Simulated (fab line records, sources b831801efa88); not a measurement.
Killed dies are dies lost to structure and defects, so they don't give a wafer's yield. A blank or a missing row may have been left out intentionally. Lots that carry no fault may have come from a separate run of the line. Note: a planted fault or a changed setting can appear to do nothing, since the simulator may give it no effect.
Matching of chambers	flow gf180mcu	3 sister chambers for GF_PASSIVATION_CVD_00 on pecvd-01
The step deposits SiO2 from TEOS, target thk 1000 nm, time 111.95 s. 6 wafers are shown with their chamber, then 7 later ones without.

## WAFERS, EACH WITH ITS CHAMBER
wafer	chamber	heater-power-w (W)	heater-power-outer-w (W)
L075.5	2	532	311
L077.1	2	584	349
L078.4	1	866	481
L078.5	0	872	515
L079.1	0	851	530
L079.2	1	785	408

## WAFERS MISSING THEIR CHAMBER
wafer	heater-power-w (W)	heater-power-outer-w (W)
L079.3	674	415
L091.3	639	406
L091.4	916	517
L091.6	873	519
L093.1	874	491
L093.4	682	408
L093.5	676	405

## WHICH CHAMBER EACH ONE RAN IN
wafer	from the rows above	in truth
L079.3	can't be placed: 2 or 1 or 0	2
L091.3	can't be placed: 2 or 1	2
L091.4	can't be placed: 0 or 1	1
L091.6	0	0
L093.1	can't be placed: 0 or 1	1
L093.4	can't be placed: 1 or 2 or 0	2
L093.5	can't be placed: 2 or 1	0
1 of 7 placed correctly. Cannot be placed on the basis of these rows: 6; the candidates contain the true chamber in 5. 0 placed wrongly.
How it was worked out, from the rows above alone: a wafer's distance from a chamber is the root of the sum, over the readings, of the square of ((its reading less the chamber's mean) divided by the reading's scatter). If the next closest chamber is less than 2 further off than the closest, the wafer can't be placed; otherwise it belongs to the closest. For every chamber, the mean is computed from those of its wafers that are shown. The scatter: the root of (the sum of the squares of (reading less its chamber's mean) over the shown wafers, divided by (wafers less chambers)).
